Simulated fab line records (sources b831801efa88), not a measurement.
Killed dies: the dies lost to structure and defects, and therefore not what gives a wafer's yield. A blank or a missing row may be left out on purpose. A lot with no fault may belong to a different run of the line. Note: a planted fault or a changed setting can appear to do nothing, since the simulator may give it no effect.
A single fault, viewed from 2 desks -- flow gf180mcu -- numbers are kept per desk, each desk with only its own; the story behind them comes last

## TOOL OWNER'S DESK, hdpcvd-02
The tool's own readings at GF_V3_CVD_00 (deposits SiO2, target thk 600 nm, time 100 s): means of the sampled wafers that have a number, for each lot that ran on this tool. Marked OUT: a lot whose mean sits more than 4 standard deviations from the usual mean, which makes it out of limits; the brackets give that distance.
Columns: A = sih4 flow sccm at GF_V3_CVD_00, usual 59.98 sccm; B = susceptor temp C at GF_V3_CVD_00, usual 399.98 C
lot,first seen here,A,B
L176,day 22 18:36,59.85,399.90
L177,day 23 07:18,60.00,399.99
L180,day 24 07:02,59.95,400.08
L181,day 24 16:08,59.83,399.99
L182,day 24 23:16,59.85,399.97
L186,day 26 09:29,47.94 (-63) OUT,400.11
L190,day 27 16:41,47.83 (-64) OUT,400.08
This desk's finding: out of limits on L186, L190; first on L186, day 26 09:29 (sih4 flow sccm at GF_V3_CVD_00). Within limits: L176, L177, L180, L181, L182.

## METROLOGY DESK
Means of the sampled wafers that have a number, per lot and without regard to the tool the lot ran on: this is what the gauges read. Marked OUT: a lot whose mean sits more than 4 standard deviations from the usual mean, which makes it out of limits; the brackets give that distance.
Columns: A = M3_ALCU_THK at GF_M3_THK_MEAS_06, usual 452 nm; B = V3_CVD_00_THK at GF_V3_THK_MEAS_01, usual 601 nm; C = V3_BOW at GF_V3_BOW_MEAS_05, usual 117 um
lot,first seen here,A,B,C
L175,day 21 05:21,451,603,110
L176,day 21 18:33,455,611,124
L177,day 22 08:03,455,606,121
L179,day 22 20:58,452,595,114
L180,day 23 08:31,449,604,110
L181,day 23 17:22,445,608,121
L182,day 24 00:33,453,614,111
L186,day 25 11:41,453,487 (-15) OUT,104
L189,day 26 19:07,458,599,112
L190,day 26 20:16,457,475 (-17) OUT,119
L191,day 26 21:52,454,602,109
L192,day 27 06:26,451,602,119
This desk finds L186, L190 out of limits, with the earliest case on L186 at day 26 09:34 (V3_CVD_00_THK at GF_V3_THK_MEAS_01). Within limits: L175, L176, L177, L179, L180, L181, L182, L189, L191, L192.

## BROUGHT TOGETHER
The tool owner's desk could have raised an alarm at day 26 09:29, on L186, L190.
The metrology desk could have raised an alarm at day 26 09:34, on L186, L190.
All the named lots went through GF_V3_CVD_00 on hdpcvd-02.

## WHAT HAD BEEN PUT IN BY THE SIMULATOR
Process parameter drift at GF_V3_CVD_00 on hdpcvd-02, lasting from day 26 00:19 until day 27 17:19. Setting sih4 flow sccm, moved by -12, from 60. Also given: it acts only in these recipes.
Struck lots among those shown: L186, L190.
Fault start to first reading out of limits, in hours, per desk: tool owner, 9; metrology, 9.
